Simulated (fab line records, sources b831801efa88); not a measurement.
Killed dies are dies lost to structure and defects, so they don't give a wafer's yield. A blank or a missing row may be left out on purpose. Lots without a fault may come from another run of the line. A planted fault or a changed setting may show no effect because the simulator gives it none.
Chamber matching | flow gf180mcu | GF_STI_CMP_25 on cmp-02: 4 sister chambers
The step polishes, stops on Si3N4, t overpolish 33 s, target thk 524.6 nm. 4 wafers are shown with their chamber, then 8 later ones without.

WAFERS WITH THEIR CHAMBER
wafer  | chamber | motor_current_A (A)
L922.5 | 0       | 11.5
L924.4 | 3       | 12.7
L927.5 | 1       | 12.5
L927.6 | 2       | 10.9

WAFERS WITHOUT THEIR CHAMBER
wafer  | motor_current_A (A)
L931.1 | 13.2
L931.2 | 11.6
L931.4 | 10.1
L932.1 | 10.1
L932.5 | 10.5
L933.1 | 12.8
L933.2 | 11.1
L933.6 | 12.1

WHICH CHAMBER EACH WENT THROUGH
wafer  | from the rows above               | in truth
L931.1 | can't be placed: 3 or 1           | 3
L931.2 | can't be placed: 0 or 2 or 1      | 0
L931.4 | can't be placed: 2 or 0           | 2
L932.1 | can't be placed: 2 or 0           | 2
L932.5 | can't be placed: 2 or 0           | 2
L933.1 | can't be placed: 3 or 1           | 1
L933.2 | can't be placed: 2 or 0           | 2
L933.6 | can't be placed: 1 or 0 or 3 or 2 | 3
Placed correctly: 0 of 8. Can't be placed from these rows: 8 (the true chamber is among the candidates in 8). Placed wrongly: 0.
How it was worked out, from the rows above alone: a wafer's distance from a chamber is the root of the sum, over the readings, of the square of ((its reading less the chamber's mean) divided by the reading's scatter). The wafer belongs to the nearest chamber; if the next one is less than 2 further off, it can't be placed. A chamber's mean is the mean of its shown wafers. The scatter: with one shown wafer a chamber, the root of the mean of the squares of how far each hidden wafer lies from its nearest shown one.
